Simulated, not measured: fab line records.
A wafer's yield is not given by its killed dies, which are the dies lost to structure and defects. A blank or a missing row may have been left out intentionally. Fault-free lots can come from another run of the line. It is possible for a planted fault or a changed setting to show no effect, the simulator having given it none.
Problem report in the 8D (eight disciplines) form, filled by code | flow sky130 | the parts of the form that need people (team, actions taken, sign-off) are left out

## 1. WHAT IS WRONG
Wafers without a fault read 39.99 Torr with a standard deviation of 0.087, while chamber pressure Torr at SKY_VIA4_CVD_18 averages 38.47 Torr across 2 wafers of 1 lot. Measured from the usual mean, that is -17 standard deviations.
The step: deposits W, target thk 505 nm, time 152.14 s.
The first sign was on wafer L626.3 at day 48 01:46, on cvd w-01. Wafers with a number at this step in the record: 15, from 5 lots. Rule for "out" (also "out of limits"): further than 4 standard deviations from the usual mean. The rest of the wafers with a number are treated as sound.

## 2. WHAT IT IS; WHAT IT IS NOT
question                    | is                    | is not
which readings at this step | chamber pressure Torr | heater power w
which lots                  | L626                  | L609, L614, L616, L630
which wafers of those lots  | L626.3, L626.5        | L626.4
read on which tools         | cvd w-01              | cvd w-02
when                        | from day 48 01:46     | up to then (10 sound wafers); but 3 sound wafers of L630 came after

## 3. THE SUSPECTS, EACH WITH WHAT RULES IT OUT
Counting: a tool at a process step up to the reading stays a suspect if it ran every lot that is out. Sound lots after the first of them don't rule it out here, since some wafers of a struck lot are sound.
- rie diel-01 at SKY_VIA4_ETCH_12 (etches SiO2 in C4F8/O2/Ar, stops on TiN, target depth 580 nm): kept. It ran the lot that is out, L626 (day 48 01:00).
- plasma asher-04 at SKY_VIA4_STRIP_13 (strips in O2/N2): kept. It ran the lot that is out, L626 (day 48 01:06); its last sound lot up to then is L616 (day 45 07:13).
- pvd sputter-04 at SKY_VIA4_SPUTTER_17 (material TiN, target thk 20 nm, time 80 s): kept. It ran the lot that is out, L626 (day 48 01:40); its last sound lot up to then is L616 (day 45 07:49).
- cvd w-01 at SKY_VIA4_CVD_18 (deposits W, target thk 505 nm, time 152.14 s): kept. It ran the lot that is out, L626 (day 48 01:46); its last sound lot up to then is L616 (day 45 07:53). On those wafers its own readings are out: chamber pressure Torr.
- Within rie diel-01 at SKY_VIA4_ETCH_12: the wafers that are out ran in chambers 0, 3; their sound lot-mates ran in chamber 1.
- Within cvd w-01 at SKY_VIA4_CVD_18, the wafers that are out were processed in chamber 0 and their sound lot-mates in chamber 1.
Left after counting: rie diel-01 at SKY_VIA4_ETCH_12, plasma asher-04 at SKY_VIA4_STRIP_13, pvd sputter-04 at SKY_VIA4_SPUTTER_17, cvd w-01 at SKY_VIA4_CVD_18.

## 4. THE CAUSE (what the simulator had put in)
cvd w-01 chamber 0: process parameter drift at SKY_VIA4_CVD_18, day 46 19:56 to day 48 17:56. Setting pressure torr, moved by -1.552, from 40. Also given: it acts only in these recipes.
This tool is one of the 4 suspects left after counting.

## 5. THE CHAIN OF EFFECTS, in route order
One row per reading whose mean, taken over the struck wafers that have a number, lies over 3 standard deviations from the usual. Only readings whose record carries a usual standard deviation are examined. hours: median over the lots of the time between each lot's start at the first step of this table that gives one and its start at this step. sigmas: the change, counted in usual standard deviations.
hours | step            | reading               | usual      | on struck wafers | change | sigmas
0     | SKY_VIA4_CVD_18 | chamber pressure Torr | 39.99 Torr | 38.47            | -1.52  | -17
Its process steps:
- SKY_VIA4_CVD_18: deposits W, target thk 505 nm, time 152.14 s.
Later steps that measure or inspect, where all struck wafers having a row at the step show a number for every such reading and not one has moved that far: SKY_VIA4_RS_MEAS_19.

## 6. WHAT WOULD HAVE CAUGHT IT SOONER
In this record no reading fell out of limits until day 48 01:46, 30 hours after the fault had begun at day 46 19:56.
